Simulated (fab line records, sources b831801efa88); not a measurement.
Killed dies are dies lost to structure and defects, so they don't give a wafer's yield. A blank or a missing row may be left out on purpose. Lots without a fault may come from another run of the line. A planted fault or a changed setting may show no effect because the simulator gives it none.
fab line records | flow sky130
record lots=12 wafers=36 last_day=49
route steps=708 shown VT_ADJUST_HVTR@142 SONOS_TUNNEL@160 SONOS_ONO@183 PAD_OPEN@708
lots that met no fault: from a run of the same line without faults
start_h: hours from the record's first day to the start of the lot's first wafer shown | wait_h: hours since the lot's step before | " the same as in the row above | L1.1+2: a row that stands for several wafers | - no value, or no start given | * or withheld: withheld | < > ~ a bound
route shown NAME@n: a module of which the file shows steps, and the number in the route of the first | usual: mean/standard deviation of fault-free wafers | same: alike in all rows | chamber/n: place in a boat | sites: the reading at each site | _std_site: their standard deviation | _edge_site: outer sites' mean less inner sites' | radius_mm: how far each site lies from the wafer's centre | mask NAME#n: copy n | behind: the tool/chamber that last shaped the wafer | hold: why the lot was held/for how many hours/how that ended | device: the transistor (n, p or np) that didn't switch | end of line: the same wafers' tests at the end of the route | a step without rows: its recipe alone | killed: dies lost to structure and defects at the first sort, not the wafer's yield | map: a wafer's dies, x killed, . not, _ none there
set.NAME: the setting as run; set.NAME@STEP: as run at that earlier step | model.NAME: the simulator's own value behind a step, which no gauge read
steps of the route over a sample of lots; a table a step, a row a wafer
services: from which hour (start_h, from the record's first day; less than 0 if before it) a tool's chamber was out of use, for how many hours, and why
## steps
# step SKY_VT_ADJUST_HVTR_TW_MEAS_11
# usual VT_ADJUST_HVTR_TW=208.5/1.9
# columns lot.wafer tool chamber start_h wait_h VT_ADJUST_HVTR_TW
L734.1 film_metro-02 - 195.99 0.1 211.3
L734.4 " - " " 211.2
L734.6 " - " " 209.8
L735.1 film_metro-01 - 205.98 0.1 207.3
L735.3 " - " " 206.3
L735.5 " - " " 205.9
L737.4 film_metro-04 - 223.82 0.1 208.4
L737.5 " - " " 208.2
L737.6 " - " " 209.2
L738.4 film_metro-01 - 231.02 0.1 207.3
L738.5 " - " " 206.6
L738.6 " - " " 208.1
L740.3 film_metro-02 - 253.01 0.1 210.2
L740.4 " - " " 210.1
L740.5 " - " " 211.4
L742.1 film_metro-02 - 260.29 0.1 210.4
L742.4 " - " " 210.5
L742.5 " - " " 211.1
L744.1 film_metro-04 - 289.38 0.1 208.2
L744.2 " - " " 206.6
L744.4 " - " " 207.6
L745.1 film_metro-04 - 290.54 0.1 206.9
L745.2 " - " " 207.4
L745.3 " - " " 207.3
L748.2 film_metro-04 - 307.15 0.1 208.0
L748.3 " - " " 206.2
L748.4 " - " " 207.2
L749.1 film_metro-04 - 313.24 0.1 205.4
L749.3 " - " " 205.5
L749.4 " - " " 206.7
L751.3 film_metro-02 - 334.61 0.1 209.4
L751.5 " - " " 209.2
L751.6 " - " " 208.8
L752.1 film_metro-02 - 342.43 0.1 209.8
L752.3 " - " " 211.4
L752.6 " - " " 209.8
# step SKY_SONOS_TUNNEL_DEVELOP_06
# recipe resist=NOVOLAK developer=TMAH develop_time_s=60 dev_temp_c=23
# usual chill_plate_temp_C=22.99/0.11 developer_temp_C=23.00/0.1 resist_line_temp_C=22.99/0.1
# same develop_time_s=60
# columns lot.wafer tool chamber start_h wait_h chill_plate_temp_C developer_temp_C resist_line_temp_C
L734.1 litho_track-03 0 241.47 0.1 22.90 22.87 22.84
L734.4 " 0 " " 22.99 22.91 23.04
L734.6 " 0 " " 22.96 22.90 22.96
L735.1 litho_track-01 0 253.62 0.1 22.86 23.12 23.08
L735.3 " 0 " " 23.06 23.19 23.17
L735.5 " 0 " " 22.92 23.10 23.09
L737.4 litho_track-03 0 270.45 0.1 22.98 22.98 23.02
L737.5 " 0 " " 22.95 23.16 22.94
L737.6 " 0 " " 22.96 23.05 22.94
L738.4 litho_track-01 0 278.95 0.1 23.05 23.13 22.87
L738.5 " 0 " " 22.84 23.00 23.07
L738.6 " 0 " " 23.00 22.92 23.17
L740.3 litho_track-04 0 301.84 0.1 23.09 23.03 22.85
L740.4 " 0 " " 23.07 22.95 23.00
L740.5 " 0 " " 23.09 23.01 22.97
L742.1 litho_track-04 0 311.09 0.1 22.86 23.13 23.03
L742.4 " 0 " " 22.97 23.13 23.05
L742.5 " 0 " " 22.82 23.02 22.95
L744.1 litho_track-01 0 343.37 0.1 22.82 23.02 23.05
L744.2 " 0 " " 22.95 22.98 23.14
L744.4 " 0 " " 22.69 22.95 23.17
L745.1 litho_track-04 0 345.44 0.1 23.02 22.97 22.92
L745.2 " 0 " " 22.80 22.99 22.94
L745.3 " 0 " " 23.04 22.94 22.89
L748.2 litho_track-04 0 362.56 0.1 22.97 22.93 22.93
L748.3 " 0 " " 22.93 22.79 22.86
L748.4 " 0 " " 22.91 23.02 22.82
L749.1 litho_track-04 0 369.23 0.1 23.05 20.74 23.00
L749.3 " 0 " " 22.96 20.66 23.16
L749.4 " 0 " " 23.17 20.84 22.93
L751.3 litho_track-04 0 390.88 0.1 22.94 20.54 23.02
L751.5 " 0 " " 23.12 20.53 23.05
L751.6 " 0 " " 23.12 20.67 22.98
L752.1 litho_track-01 0 399.47 0.1 23.03 23.18 23.12
L752.3 " 0 " " 23.24 23.11 23.04
L752.6 " 0 " " 23.07 23.10 23.12
# step SKY_SONOS_TUNNEL_CD_MEAS_07
# recipe target_cd_nm=410
# usual cd_nm=409.7/1.8
# columns lot.wafer tool chamber start_h wait_h cd_nm
L734.1 cd_sem-01 - 241.62 0.1 413.3
L734.4 " - " " 411.0
L734.6 " - " " 412.1
L735.1 cd_sem-01 - 253.77 0.1 409.5
L735.3 " - " " 409.2
L735.5 " - " " 409.4
L737.4 cd_sem-02 - 270.58 0.1 409.8
L737.5 " - " " 411.3
L737.6 " - " " 408.9
L738.4 cd_sem-02 - 279.08 0.1 413.8
L738.5 " - " " 412.4
L738.6 " - " " 413.3
L740.3 cd_sem-02 - 301.98 0.1 412.5
L740.4 " - " " 410.1
L740.5 " - " " 409.7
L742.1 cd_sem-02 - 311.24 0.1 411.2
L742.4 " - " " 410.8
L742.5 " - " " 410.0
L744.1 cd_sem-01 - 343.52 0.1 413.5
L744.2 " - " " 411.6
L744.4 " - " " 410.0
L745.1 cd_sem-02 - 345.59 0.1 413.1
L745.2 " - " " 413.1
L745.3 " - " " 413.2
L748.2 cd_sem-01 - 362.70 0.1 407.2
L748.3 " - " " 407.8
L748.4 " - " " 407.6
L749.1 cd_sem-02 - 369.38 0.1 415.9
L749.3 " - " " 416.4
L749.4 " - " " 415.1
L751.3 cd_sem-01 - 391.02 0.1 414.1
L751.5 " - " " 415.4
L751.6 " - " " 412.5
L752.1 cd_sem-01 - 399.62 0.1 407.6
L752.3 " - " " 406.8
L752.6 " - " " 409.0
# step SKY_SONOS_TUNNEL_OVL_MEAS_08
# usual SONOS_TUNNEL_OVL=-0.4/1.3
# columns lot.wafer tool chamber start_h wait_h SONOS_TUNNEL_OVL[nm]
L734.1 overlay-01 - 241.74 0.1 -1.4
L734.4 " - " " -0.9
L734.6 " - " " 0.3
L735.1 overlay-02 - 253.89 0.1 1.9
L735.3 " - " " -1.7
L735.5 " - " " -0.5
L737.4 overlay-02 - 270.66 0.1 0.1
L737.5 " - " " -0.5
L737.6 " - " " 1.1
L738.4 overlay-01 - 279.16 0.1 1.5
L738.5 " - " " 1.0
L738.6 " - " " 2.0
L740.3 overlay-02 - 302.07 0.1 0.5
L740.4 " - " " 1.5
L740.5 " - " " 1.0
L742.1 overlay-01 - 311.36 0.1 0.2
L742.4 " - " " 1.8
L742.5 " - " " 1.2
L744.1 overlay-02 - 343.64 0.1 -1.0
L744.2 " - " " 0.2
L744.4 " - " " -2.2
L745.1 overlay-02 - 345.71 0.1 -1.3
L745.2 " - " " 0.5
L745.3 " - " " -0.9
L748.2 overlay-02 - 362.81 0.1 -0.9
L748.3 " - " " 0.8
L748.4 " - " " -0.4
L749.1 overlay-01 - 369.50 0.1 0.4
L749.3 " - " " 1.5
L749.4 " - " " -1.2
L751.3 overlay-02 - 391.12 0.1 -0.8
L751.5 " - " " -1.0
L751.6 " - " " -1.9
L752.1 overlay-02 - 399.74 0.1 -0.3
L752.3 " - " " 1.5
L752.6 " - " " -0.5
# step SKY_SONOS_ONO_ETCH_15
# recipe target_depth_nm=19.52 chemistry=CHF3/O2 source_w=600 bias_w=200 pressure_mtorr=40 chf3_flow_sccm=50 O2_flow_sccm=5 time_s=7.8
# usual drypump_motor_current_A=5.6/0.39 oes_product_au=1.005/0.013 throttle_valve_pct=8.827/0.009
# columns lot.wafer tool chamber start_h wait_h drypump_motor_current_A oes_product_au rf_hours_counter_h throttle_valve_pct
L734.1 rie_diel-04 0 272.14 0.0 5.1 1.030 59 8.844
L734.4 " 3 " " 5.1 1.003 5 8.817
L734.6 " 0 " " 5.1 1.027 - 8.830
L735.1 rie_diel-01 0 282.73 0.0 4.9 1.006 1 8.834
L735.3 " 1 " " 5.5 1.001 1 8.820
L735.5 " 0 " " 5.0 1.001 - 8.837
L737.4 rie_diel-01 1 300.99 0.0 5.5 0.996 2 8.839
L737.5 " 1 " " 5.5 0.990 - 8.821
L737.6 " 0 " " 5.0 1.008 - 8.836
L738.4 rie_diel-03 3 310.14 0.0 6.0 1.005 59 8.835
L738.5 " 2 " " 5.4 1.012 - 8.836
L738.6 " 1 " " 6.1 0.989 - 8.823
L740.3 rie_diel-03 3 335.11 0.0 6.0 1.018 59 8.827
L740.4 " 2 " " 5.4 1.021 40 8.827
L740.5 " 2 " " 5.4 1.021 - 8.834
L742.1 rie_diel-01 2 344.49 0.0 5.8 0.999 1 8.820
L742.4 " 3 " " 5.5 1.014 57 8.819
L742.5 " 1 " " 5.5 0.983 - 8.822
L744.1 rie_diel-04 0 376.28 0.0 5.1 1.015 61 8.815
L744.2 " 2 " " 5.2 1.027 8 8.851
L744.4 " 3 " " 5.1 0.999 8 8.820
L745.1 rie_diel-03 1 380.14 0.0 6.1 0.993 75 8.827
L745.2 " 2 " " 5.4 1.023 40 8.834
L745.3 " 3 " " 6.0 1.001 59 8.830
L748.2 rie_diel-04 1 396.19 0.0 6.1 1.007 58 8.834
L748.3 " 3 " " 5.1 1.001 8 8.828
L748.4 " 1 " " 6.1 0.994 - 8.820
L749.1 rie_diel-04 2 404.68 0.0 5.1 1.030 9 8.840
L749.3 " 1 " " 6.2 0.998 58 8.823
L749.4 " 3 " " 5.1 0.998 - 8.824
L751.3 rie_diel-03 3 429.34 0.0 6.0 1.001 60 8.814
L751.5 " 2 " " 5.4 1.011 - 8.827
L751.6 " 3 " " 6.0 0.996 - 8.840
L752.1 rie_diel-03 2 436.04 0.0 5.4 1.014 42 8.832
L752.3 " 1 " " 6.1 0.988 76 8.819
L752.6 " 2 " " 5.4 1.014 - 8.820
# step SKY_PAD_OPEN_PROBE_99
# usual killed_at_M0_to_M3=43/6.6 killed_at_M4_up=3.2/1.9 killed_at_contacts=25/5.3 killed_at_front_end=16/4.5 killed_at_other=0.3/0.63 killed_dies=87/8.9 killed_open=48/7.9 killed_short=39/5.3
# same gross_dies=492 killed_at_back_side=0
# columns lot.wafer tool chamber start_h wait_h killed_at_M0_to_M3 killed_at_M4_up killed_at_contacts killed_at_front_end killed_at_other killed_dies killed_open killed_short
L744.1 prober-01 - 1143.00 0.1 44 0 21 13 0 78 38 40
L744.2 prober-01 - 1143.05 0.1 42 1 17 11 1 72 42 30
L744.4 prober-01 - 1143.15 0.2 39 3 33 9 0 84 52 32
# killed by level:class
L744.1 VIA1:geometric_particle:open=12 VIA3:geometric_particle:short=7 CONTACT:geometric_particle:open=6 METAL3:geometric_particle:short=6 VIA2:geometric_particle:open=6 LI_CONTACT:geometric_particle:short=5 FIELD_ISO:geometric_particle:short=4 LOCAL_INTERCONNECT:geometric_particle:short=4
L744.2 VIA1:geometric_particle:open=10 CONTACT:geometric_particle:open=8 VIA3:geometric_particle:open=6 METAL1:geometric_particle:short=5 VIA1:geometric_particle:short=5 POLY_GATE:geometric_particle:open=4 METAL2:geometric_particle:short=4 VIA2:geometric_particle:open=4
L744.4 CONTACT:geometric_particle:open=11 VIA2:geometric_particle:open=10 LI_CONTACT:geometric_particle:open=9 CONTACT:geometric_particle:short=6 VIA1:geometric_particle:open=6 VIA3:geometric_particle:open=5 VIA1:geometric_particle:short=5 POLY_GATE:geometric_particle:open=4
## services
# columns tool chamber start_h hours kind
rie_diel-03 0 269.91 16.9 repair
rie_diel-04 0 295.63 8.6 repair
rie_diel-01 - 305.81 2.3 repair
rie_diel-01 2 310.91 - clean
rie_diel-01 2 310.91 16.5 scheduled_down
rie_diel-01 2 310.91 16.5 vent_cycle
litho_track-04 - 314.35 - consumable_replace:filter
rie_diel-03 3 320.86 4.0 repair
rie_diel-01 1 331.75 3.9 repair
rie_diel-01 - 362.92 0.9 repair
rie_diel-03 0 367.76 13.4 repair
rie_diel-04 0 391.93 23.5 repair
rie_diel-01 2 396.11 4.6 repair
rie_diel-01 2 415.26 14.7 repair
rie_diel-04 0 420.48 13.2 repair
## key
first_sign step=SKY_SONOS_TUNNEL_DEVELOP_06 reading=developer_temp_C direction=down sigmas=23 usual=* struck=*
effect step=SKY_SONOS_TUNNEL_CD_MEAS_07 reading=cd_nm direction=up sigmas=2.8 usual=409.7 struck=414.9
met_at SKY_SONOS_TUNNEL_DEVELOP_06
struck_lots L749,L751
tester_left_out L749,L751
not_acting_at SKY_VT_ADJUST_HVTR_TW_MEAS_11,SKY_SONOS_TUNNEL_OVL_MEAS_08,SKY_SONOS_ONO_ETCH_15
onset_between 362.56 369.23
fault kind=process_parameter_drift tool=litho_track-04 chamber=- onset_h=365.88 steps=SKY_SONOS_TUNNEL_DEVELOP_06 channel=dev_temp_c offset=* shape=step end_h=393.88 acts_in=* stated=*
# tester_left_out: of these lots the tester's yield and bins aren't shown, on N5 and GAA mostly nor the transistor test; their killed dies are dies lost to structure and defects alone, not to doping, threshold or leakage, so they don't give the yield
